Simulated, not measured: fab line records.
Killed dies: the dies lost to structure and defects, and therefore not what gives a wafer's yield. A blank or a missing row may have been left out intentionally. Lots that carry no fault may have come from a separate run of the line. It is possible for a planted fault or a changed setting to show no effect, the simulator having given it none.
Which tool did it?    flow gf180mcu    13 lots with 39 wafers sampled at 5 steps, on a route of 602 steps

WHAT THE GAUGES SHOWED, per wafer
GF_HV_LDD_TW_MEAS_23.
lot   measured      on             HV_LDD_2_TW
L887  day 10 18:19  film_metro-03  1086 1086 1088
L888  day 11 01:35  film_metro-02  1045 1049 1045
L889  day 11 10:54  film_metro-03  1079 1077 1080
L890  day 11 13:29  film_metro-03  1077 1072 1082
L891  day 12 01:36  film_metro-03  1089 1086 1090
L896  day 13 15:17  film_metro-02  1046 1042 1046
L898  day 14 06:26  film_metro-01  1070 1064 1072
L902  day 15 09:26  film_metro-03  1084 1080 1085
L901  day 15 12:21  film_metro-01  1069 1061 1063
L903  day 15 17:59  film_metro-03  1078 1078 1086
L906  day 16 17:27  film_metro-01  1070 1070 1060
L908  day 17 09:38  film_metro-03  1081 1079 1073
L910  day 17 22:41  film_metro-03  1080 1077 1071

GF_PSD_OVL_MEAS_08.
lot   measured      on          PSD_OVL (nm)
L887  day 14 03:58  overlay-01  1.7 2.3 2.2
L888  day 14 11:40  overlay-01  -0.6 -0.2 0.5
L889  day 14 23:10  overlay-02  -0.4 0.4 0.6
L890  day 15 02:25  overlay-02  0.8 1.7 1.5
L891  day 15 14:58  overlay-01  -0.6 -1.7 -1.3
L896  day 17 11:33  overlay-02  158.2 160.2 159.0
L898  day 18 03:00  overlay-01  158.1 158.1 156.5
L902  day 19 10:07  overlay-02  0.7 -0.4 1.8
L901  day 19 13:24  overlay-01  154.6 155.7 154.5
L903  day 19 20:11  overlay-02  0.0 0.2 -1.1
L906  day 20 20:33  overlay-02  1.6 1.6 0.6
L908  day 21 13:38  overlay-02  2.7 1.9 0.8
L910  day 22 01:29  overlay-02  -2.0 -0.3 -1.6

GF_SAB_CD_MEAS_09 targets a cd of 420 nm.
lot   measured      on         cd_nm (nm)
L887  day 15 01:31  cd_sem-02  420.8 421.1 423.1
L888  day 15 09:55  cd_sem-01  421.5 422.0 421.9
L889  day 15 21:04  cd_sem-02  419.1 419.4 421.2
L890  day 16 01:49  cd_sem-02  419.2 415.9 418.3
L891  day 16 13:22  cd_sem-02  421.6 422.5 422.2
L896  day 18 11:50  cd_sem-01  416.9 419.6 419.4
L898  day 19 04:22  cd_sem-01  420.4 420.7 419.6
L902  day 20 10:56  cd_sem-02  420.5 419.1 420.4
L901  day 20 14:23  cd_sem-02  425.3 423.3 424.9
L903  day 20 20:40  cd_sem-02  423.1 424.3 422.8
L906  day 21 20:54  cd_sem-01  422.3 423.5 420.5
L908  day 22 13:20  cd_sem-02  421.0 422.5 422.4
L910  day 23 01:31  cd_sem-02  417.8 416.5 417.3

EACH LOT AND THE TOOL THAT RAN IT (in order: tool; ch and the chambers of the sampled wafers; start)
lot   GF_HV_LDD_STRIP_37                    GF_PSD_EXPOSE_04
L887  plasma_asher-02 ch 0,1, day 11 12:59  iline_stepper-01 ch 0, day 13 18:08
L888  plasma_asher-02 ch 0,1, day 11 20:48  iline_stepper-01 ch 0, day 14 01:32
L889  plasma_asher-04 ch 0,1, day 12 06:32  iline_stepper-01 ch 0, day 14 12:28
L890  plasma_asher-02 ch 0,1, day 12 09:11  iline_stepper-02 ch 0, day 14 16:08
L891  plasma_asher-02 ch 0,1, day 12 21:32  iline_stepper-01 ch 0, day 15 03:42
L896  plasma_asher-01 ch 0,1, day 14 12:14  iline_stepper-02 ch 0, day 16 23:46
L898  plasma_asher-02 ch 0,1, day 15 03:41  iline_stepper-02 ch 0, day 17 15:22
L902  plasma_asher-04 ch 0,1, day 16 08:17  iline_stepper-01 ch 0, day 18 22:14
L901  plasma_asher-02 ch 0,1, day 16 10:43  iline_stepper-02 ch 0, day 19 01:08
L903  plasma_asher-02 ch 0,1, day 16 17:08  iline_stepper-01 ch 0, day 19 07:41
L906  plasma_asher-02 ch 0, day 17 17:23    iline_stepper-01 ch 0, day 20 08:52
L908  plasma_asher-02 ch 0,1, day 18 09:32  iline_stepper-01 ch 0, day 21 01:36
L910  plasma_asher-04 ch 0,1, day 18 22:23  iline_stepper-01 ch 0, day 21 14:14
- GF_HV_LDD_STRIP_37: strips in O2/N2.
- GF_PSD_EXPOSE_04: exposes mask Pplus, target cd 400 nm.

WHAT THE TOOLS THEMSELVES READ (means of the sampled wafers that have a number; where no wafer has one, the mark that the record gives instead)
GF_HV_LDD_STRIP_37.
lot   tool             drypump_motor_current_A (A)  heater_power_w (W)  oes_product_au (a.u.)  strip_time_to_endpoint_s (s)
L887  plasma_asher-02  5.9                          340                 0.713                  12.66
L888  plasma_asher-02  5.9                          342                 0.719                  12.66
L889  plasma_asher-04  5.4                          407                 0.714                  12.65
L890  plasma_asher-02  5.7                          329                 0.718                  12.65
L891  plasma_asher-02  5.9                          336                 0.720                  12.69
L896  plasma_asher-01  6.2                          341                 0.717                  12.70
L898  plasma_asher-02  5.7                          329                 0.719                  12.67
L902  plasma_asher-04  5.6                          400                 0.712                  12.64
L901  plasma_asher-02  5.7                          324                 0.715                  12.65
L903  plasma_asher-02  5.7                          325                 0.713                  12.64
L906  plasma_asher-02  5.6                          315                 0.717                  12.62
L908  plasma_asher-02  5.7                          323                 0.714                  12.62
L910  plasma_asher-04  5.5                          396                 0.716                  12.58

THE ANSWER, worked out from the rows above alone
Rule: the usual values come from the lots themselves. Put in order of their means at a reading, lots are off if they are a third of the lots or fewer, leave a main group of 4 or more, and stand apart from it by a gap of 3 or more times the standard deviation of the main group's means; of several such gaps the widest counts. A main group is skipped when, at the precision printed for the reading in the tables above, its means are all equal. A lot without any number at a reading at which 4 lots or more have one is off too. Any other lot the step has rows for is counted as sound. First the gauges in route order, then the tools' own readings, where a lot's mean is used as printed above. At the first step where some lot is off, the reading lying furthest off is the one used; lots without a number count as furthest.
Off: L896, L898, L901, seen at GF_PSD_OVL_MEAS_08 (PSD_OVL). The main group has a mean of 0.4 nm with a standard deviation of 1.1.
A tool fits if, at a process step before that reading, it ran every lot that is off, and no sound lot after the first of them. Gauges at GF_PSD_OVL_MEAS_08: tried the same way as those tools. One fits: iline_stepper-02 at GF_PSD_EXPOSE_04. A fault onset in the window from L890 (day 14 16:08, its last sound lot) to L896 (day 16 23:46, its first lot off) fits.

WHAT THE SIMULATOR HAD PUT IN
Scanner matching overlay: iline_stepper-02, from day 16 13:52 on, at GF_PSD_EXPOSE_04. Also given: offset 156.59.
Struck lots among those shown: L896, L898, L901. The rule above reached the same finding.
